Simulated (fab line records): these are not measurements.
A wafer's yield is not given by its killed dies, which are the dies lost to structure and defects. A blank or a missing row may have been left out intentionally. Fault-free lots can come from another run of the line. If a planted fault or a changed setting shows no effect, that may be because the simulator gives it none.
Problem report in the 8D (eight disciplines) form, filled by code :: flow sky130 :: the parts of the form that need people (team, actions taken, sign-off) are left out

== 1. THE ISSUE ==
Mean LI_CONTACT_W_RS at SKY_LI_CONTACT_RS_MEAS_22: 0.2632 ohm/sq over 3 wafers in 3 lots; fault-free wafers: 0.2846 ohm/sq, standard deviation 0.0028. That is -7.7 standard deviations from the usual mean.
The step: measures by four-point-probe.
First seen on wafer L701.1, day 34 15:58, on film metro-02. The record holds 34 wafers of 12 lots with a number at this step. Rule for "out", or "out of limits": more than 4 standard deviations from the usual mean. The rest of the wafers with a number are treated as sound.

== 2. WHAT IT IS AND WHAT IT IS NOT ==
question: which readings at this step
is: LI_CONTACT_W_RS
is not: -

question: which lots
is: L701, L706, L707
is not: L687, L688, L689, L690, L693, L694, L695, L697, L704

question: which wafers of those lots
is: L701.1, L706.3, L707.1
is not: L701.2, L701.5, L706.4, L707.4

question: read on which gauges
is: film metro-02, film metro-04
is not: film metro-03

question: when
is: from day 34 15:58
is not: up to then (26 sound wafers); but 5 sound wafers of L704, L706, L707 came after

== 3. THE SUSPECTS, EACH WITH WHAT RULES IT OUT ==
Counting: if a tool at a process step up to the reading ran every lot that is out, it stays a suspect. Sound lots after the first of them don't rule it out here, since some wafers of a struck lot are sound.
- ruled out: the gauge at SKY_LI_CONTACT_RS_MEAS_22. The wafers that are out were read on 2 gauges (film metro-02, film metro-04).
- cvd w-01 at SKY_LI_CONTACT_CVD_21 (deposits W, target thk 400 nm, time 120.56 s): kept. It processed each lot that is out (first: L701, day 34 15:51); up to then, its last sound lot is L693 (day 31 17:22).
The count leaves cvd w-01 at SKY_LI_CONTACT_CVD_21.

== 4. THE CAUSE (what the simulator had put in) ==
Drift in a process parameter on cvd w-01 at SKY_LI_CONTACT_CVD_21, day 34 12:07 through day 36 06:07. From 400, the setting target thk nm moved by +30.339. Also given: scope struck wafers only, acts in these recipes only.
After counting, this tool was the only one left.

== 5. SEQUENCE OF EFFECTS, ordered by route ==
One row per reading whose mean, taken over the struck wafers that have a number, lies over 3 standard deviations from the usual. Only readings whose record carries a usual standard deviation are examined. hours: median over the lots of the time between each lot's start at the first step of this table that gives one and its start at this step. sigmas: the change, counted in usual standard deviations.
hours: 0
step: SKY_LI_CONTACT_RS_MEAS_22
reading: LI_CONTACT_W_RS
usual: 0.2846 ohm/sq
on struck wafers: 0.2632
change: -0.0214
sigmas: -7.7

hours: 4
step: SKY_LI_CONTACT_THK_MEAS_23
reading: LI_CONTACT_W_THK
usual: 403 nm
on struck wafers: 433
change: +30
sigmas: +5.2

== 6. WHAT WOULD HAVE CAUGHT IT SOONER ==
Counted from the fault's start at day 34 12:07, it took 4 hours until the first out-of-limits reading at a measuring or inspecting step in this record, taken at day 34 15:58.
Of the tool readings at SKY_LI_CONTACT_CVD_21 for which the record gives a usual standard deviation, none was out on any struck wafer, so an alarm limit of 4 standard deviations on them would not have fired.
Among the 3 lots that are out, L706, L707 began SKY_LI_CONTACT_CVD_21 on cvd w-01 after day 34 15:58. A hold on the tool at that time would have spared those 2.
